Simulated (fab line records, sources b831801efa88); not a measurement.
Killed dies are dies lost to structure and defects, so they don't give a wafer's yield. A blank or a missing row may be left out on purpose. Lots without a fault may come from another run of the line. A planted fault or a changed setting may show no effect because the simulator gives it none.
Which tool did it? | flow gf180mcu | 12 lots, 36 wafers sampled, at 3 steps of a route of 602

WHAT THE GAUGES READ, wafer by wafer
GF_LVPWELL_OVL_MEAS_07.
lot  | measured    | on         | LVPWELL_OVL (nm)
L561 | day 4 02:16 | overlay-01 | -1.1 -2.5 -1.8
L562 | day 4 06:50 | overlay-02 | -0.6 1.1 -1.4
L564 | day 4 19:29 | overlay-02 | -0.8 -1.8 -1.3
L565 | day 5 03:37 | overlay-01 | -141.4 -141.6 -141.3
L567 | day 5 12:41 | overlay-01 | -141.5 -142.0 -140.3
L568 | day 5 15:45 | overlay-01 | -139.8 -140.4 -140.8
L575 | day 7 10:02 | overlay-02 | -1.5 -1.1 0.5
L576 | day 7 14:22 | overlay-02 | 0.0 0.3 -1.2
L577 | day 7 20:37 | overlay-01 | 2.1 1.3 2.7
L579 | day 8 10:59 | overlay-02 | 1.4 1.2 1.2
L582 | day 9 02:32 | overlay-01 | 2.3 0.8 1.8
L583 | day 9 09:41 | overlay-01 | 2.1 3.2 2.1

GF_POLY_GATE_CD_MEAS_10: target cd 280 nm.
lot  | measured     | on        | cd_nm (nm)
L561 | day 9 12:18  | cd_sem-01 | 279.9 279.6 280.9
L562 | day 9 18:43  | cd_sem-01 | 280.1 281.3 281.1
L564 | day 10 14:37 | cd_sem-01 | 278.4 279.3 278.4
L565 | day 11 00:40 | cd_sem-02 | 278.4 279.7 278.3
L567 | day 11 17:53 | cd_sem-02 | 279.4 281.0 281.1
L568 | day 11 17:28 | cd_sem-01 | 279.4 278.6 278.6
L575 | day 13 23:46 | cd_sem-01 | 280.5 279.5 280.4
L576 | day 14 05:37 | cd_sem-02 | 278.8 278.8 279.1
L577 | day 14 16:32 | cd_sem-02 | 280.0 279.2 279.0
L579 | day 15 07:23 | cd_sem-01 | 279.6 281.1 281.3
L582 | day 16 05:12 | cd_sem-01 | 282.2 281.8 281.3
L583 | day 16 15:00 | cd_sem-01 | 279.6 280.3 280.8

WHICH TOOL RAN EACH LOT (tool, then ch and the chambers of the sampled wafers, then the start)
lot  | GF_LVPWELL_EXPOSE_04
L561 | iline_stepper-02 ch 0, day 3 19:43
L562 | iline_stepper-01 ch 0, day 4 00:41
L564 | iline_stepper-02 ch 0, day 4 13:01
L565 | iline_stepper-02 ch 0, day 4 20:42
L567 | iline_stepper-02 ch 0, day 5 05:41
L568 | iline_stepper-02 ch 0, day 5 08:48
L575 | iline_stepper-01 ch 0, day 7 01:55
L576 | iline_stepper-01 ch 0, day 7 06:17
L577 | iline_stepper-01 ch 0, day 7 12:43
L579 | iline_stepper-01 ch 0, day 8 02:28
L582 | iline_stepper-01 ch 0, day 8 17:40
L583 | iline_stepper-01 ch 0, day 9 00:29
- GF_LVPWELL_EXPOSE_04: exposes mask LVPWELL, target cd 600 nm.

WHAT THE TOOLS THEMSELVES READ (means of the sampled wafers that have a number; where no wafer has one, the mark that the record gives instead)
GF_LVPWELL_EXPOSE_04.
lot  | tool             | stage_vel_mm_s (mm/s)
L561 | iline_stepper-02 | 499.99
L562 | iline_stepper-01 | 500.01
L564 | iline_stepper-02 | 500.49
L565 | iline_stepper-02 | 499.90
L567 | iline_stepper-02 | 499.75
L568 | iline_stepper-02 | 499.83
L575 | iline_stepper-01 | 499.89
L576 | iline_stepper-01 | 500.02
L577 | iline_stepper-01 | 500.01
L579 | iline_stepper-01 | 500.30
L582 | iline_stepper-01 | 500.09
L583 | iline_stepper-01 | 500.10

THE ANSWER, worked out from the rows above alone
Rule: what is usual is taken from the lots themselves. Put in order of their means at a reading, lots are off if they are a third of the lots or fewer, leave a main group of 4 or more, and stand apart from it by a gap of 3 or more times the standard deviation of the main group's means; of several such gaps the widest counts. A main group whose means are all the same, to the digits that the tables above print for the reading, isn't used. A lot without any number at a reading at which 4 lots or more have one is off too. The other lots that the step has rows for count as sound. The gauges are gone through in route order, then the tools' own readings, and for those a lot's mean is taken as printed above. The first step at which some lot is off is used, and at that step the reading that is off furthest; a lot without a number counts as furthest.
Off: L565, L567, L568, at GF_LVPWELL_OVL_MEAS_07 (LVPWELL_OVL). The main group: mean 0.3 nm, standard deviation 1.5.
A tool fits if, at a process step before that reading, it ran every lot that is off, and no sound lot after the first of them. The gauges at GF_LVPWELL_OVL_MEAS_07 are tried like those tools. One fits: iline_stepper-02 at GF_LVPWELL_EXPOSE_04. Its last sound lot is L564 (day 4 13:01), its first lot that is off L565 (day 4 20:42): a fault that began between those two fits.

WHAT THE SIMULATOR HAD PUT IN
Scanner matching overlay: iline_stepper-02, from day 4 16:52 on, at GF_LVPWELL_EXPOSE_04. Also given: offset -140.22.
Lots struck among those shown: L565, L567, L568. The rule above found the same.
